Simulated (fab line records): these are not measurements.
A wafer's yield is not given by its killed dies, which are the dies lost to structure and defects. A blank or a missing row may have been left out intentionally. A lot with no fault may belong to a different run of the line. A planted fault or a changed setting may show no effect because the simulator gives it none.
A struck lot beside a sound one -- flow sky130 -- 17 steps out of a route of 708
Sound: the wafers L711.2, L711.5, L711.6. Struck: wafer L700.4 (left out: L700.2, L700.6 of the same lot, which were not struck); the cause appears at the end.
For every step that has rows: the tool of each side, followed by ch and its chambers, followed by its first start. Under that, the readings that differ: sound wafers -- struck wafers -- difference of the means -- sigmas: that difference in standard deviations of wafers without a fault.
alike: same words and numbers on both sides, and readings whose means sit less than 2 such deviations apart. not compared: any withheld reading, any reading some wafer has no value for, any bound like >300 that may hide the same value, and any number with overlapping values for which the record gives no deviation.
The two part at a step that has a row with sigmas, a row that says differs or no value, or rows on one side only. Numbers that don't overlap but have no deviation are shown without sigmas and don't part them. A reading that every wafer of one side lacks parts them only if that side has two wafers or more.

first, 2 steps without rows for these wafers: SKY_CONTACT_PEB_12; SKY_CONTACT_DEVELOP_13 (develop time 60 s).
SKY_CONTACT_CD_MEAS_14: the cd target is 170 nm.
  struck on cd-sem-01, day 34 19:10; sound on cd-sem-02, day 37 20:00
  alike: cd-nm
SKY_CONTACT_OVL_MEAS_15:
  struck on overlay-01, day 34 19:16; sound on overlay-01, day 37 20:06
  alike: CONTACT_OVL
then, 1 step without rows for these wafers: SKY_CONTACT_ETCH_16 (etches BARC in N2/H2, stops on SiO2, time 45.9 s, target depth 60 nm).
SKY_CONTACT_ETCH_17: etches SiO2 in C4F8/O2/Ar, stops on Si3N4, target depth 340 nm.
  sound on rie-diel-03 ch 0,2,3, day 37 20:11; struck on rie-diel-04 ch 3, day 34 19:20
  alike: oes-product-au
SKY_CONTACT_ETCH_18: etches Si3N4 in CHF3/O2, stops on TiN, time 39 s, target depth 75 nm.
  sound on rie-diel-03 ch 0,2,3; struck on rie-diel-04 ch 3
reading,sound,struck,difference,sigmas
drypump-motor-current-A (A),6.4 5.3 5.9,4.8,-1.1,-2
  alike: oes-product-au, throttle-valve-pct
  not compared: rf-hours-counter-h
SKY_CONTACT_STRIP_19: strips in O2/N2.
  sound on plasma-asher-02 ch 0,1, day 37 20:16; struck on plasma-asher-02 ch 0, day 34 19:26
  alike: drypump-motor-current-A, oes-product-au, strip-time-to-endpoint-s
  not compared: rf-hours-counter-h
then, 3 steps without rows for these wafers: SKY_CONTACT_STRIP_20 (strips in post etch residue remover, time 1200 s); SKY_CONTACT_CLEAN_21 (cleans in IPA, time 180 s); SKY_CONTACT_CLEAN_22 (cleans in O3/DIW).
SKY_CONTACT_SPUTTER_23: material TiN, target thk 20 nm, time 80 s.
  struck on pvd-sputter-01, day 34 20:01; sound on pvd-sputter-04, day 37 20:52
  alike: throttle-valve-pct
SKY_CONTACT_CVD_24: deposits W, target thk 340 nm, time 102.12 s.
  sound on cvd-w-01 ch 0,1, day 37 20:56; struck on cvd-w-02 ch 1, day 34 20:05
reading,sound,struck,difference,sigmas
model.W_of_CONTACT_CVD_24.thk-nm (nm),337.5 334.3 335.6,465.8,+130.0,
  alike: heater-power-w
SKY_CONTACT_RS_MEAS_25: the measuring method here is four-point-probe.
  struck on film-metro-04, day 34 20:13; sound on film-metro-04, day 37 21:04
reading,sound,struck,difference,sigmas
CONTACT_W_RS (ohm/sq),0.341 0.343 0.342,0.246,-0.096,-29
SKY_CONTACT_THK_MEAS_26: measures by xrf.
  struck on film-metro-04, day 34 20:19; sound on film-metro-04, day 37 21:10
reading,sound,struck,difference,sigmas
CONTACT_W_THK (nm),345 343 344,474,+130,+34
SKY_CONTACT_CMP_27: polishes, stops on SiO2, t overpolish 15 s, target thk 0 nm.
  sound on cmp-01 ch 0,2,3, day 37 21:28; struck on cmp-02 ch 0, day 34 20:22
reading,sound,struck,difference,sigmas
time-to-endpoint-s (s),82.0 81.3 82.8,112.8,+30.8,+11
  alike: motor-current-A
SKY_METAL1_SPUTTER_00: material Ti, target thk 15 nm, time 10 s.
  struck on pvd-sputter-02, day 34 20:40; sound on pvd-sputter-04, day 37 21:37
  alike: throttle-valve-pct

## WHERE THEY PART
Last at SKY_CONTACT_CMP_27 as far as this record goes, first at SKY_CONTACT_ETCH_18. Later steps at which nothing parts them and some readings are alike: SKY_METAL1_SPUTTER_00.

WHY: whatever the simulator had introduced
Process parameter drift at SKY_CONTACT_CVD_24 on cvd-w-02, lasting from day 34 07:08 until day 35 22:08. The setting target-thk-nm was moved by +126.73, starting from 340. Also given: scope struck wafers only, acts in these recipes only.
